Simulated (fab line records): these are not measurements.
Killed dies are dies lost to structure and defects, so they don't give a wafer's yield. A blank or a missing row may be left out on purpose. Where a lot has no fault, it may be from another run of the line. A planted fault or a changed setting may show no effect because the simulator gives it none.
Chamber matching	flow gf180mcu	pecvd-01 running GF_V5_CVD_02: 3 sister chambers
The step deposits SiO2 from TEOS, target thk 1450 nm, time 163.28 s. 3 wafers are shown with their chamber, then 7 later ones without.

== WAFERS, EACH WITH ITS CHAMBER ==
wafer	chamber	heater-power-w (W)
L594.4	1	600
L611.2	0	595
L611.3	2	787

== WAFERS MISSING THEIR CHAMBER ==
wafer	heater-power-w (W)
L611.5	648
L612.3	780
L612.4	850
L612.5	599
L613.2	838
L613.3	591
L613.5	580

== EACH ONE'S CHAMBER ==
wafer	from the rows above	in truth
L611.5	can't be placed: 1 or 0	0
L612.3	2	2
L612.4	2	2
L612.5	can't be placed: 1 or 0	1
L613.2	2	2
L613.3	can't be placed: 0 or 1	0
L613.5	can't be placed: 0 or 1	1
Correctly placed: 3 of 7. Not placeable from these rows: 4 (in 4, the candidates include the true chamber). 0 placed wrongly.
How it was worked out, from the rows above alone: a wafer's distance from a chamber is the root of the sum, over the readings, of the square of ((its reading less the chamber's mean) divided by the reading's scatter). If the next closest chamber is less than 2 further off than the closest, the wafer can't be placed; otherwise it belongs to the closest. Each chamber's mean is taken over the wafers shown for it. The scatter: root of mean squared gap, hidden wafer to nearest shown wafer, with one shown wafer a chamber.
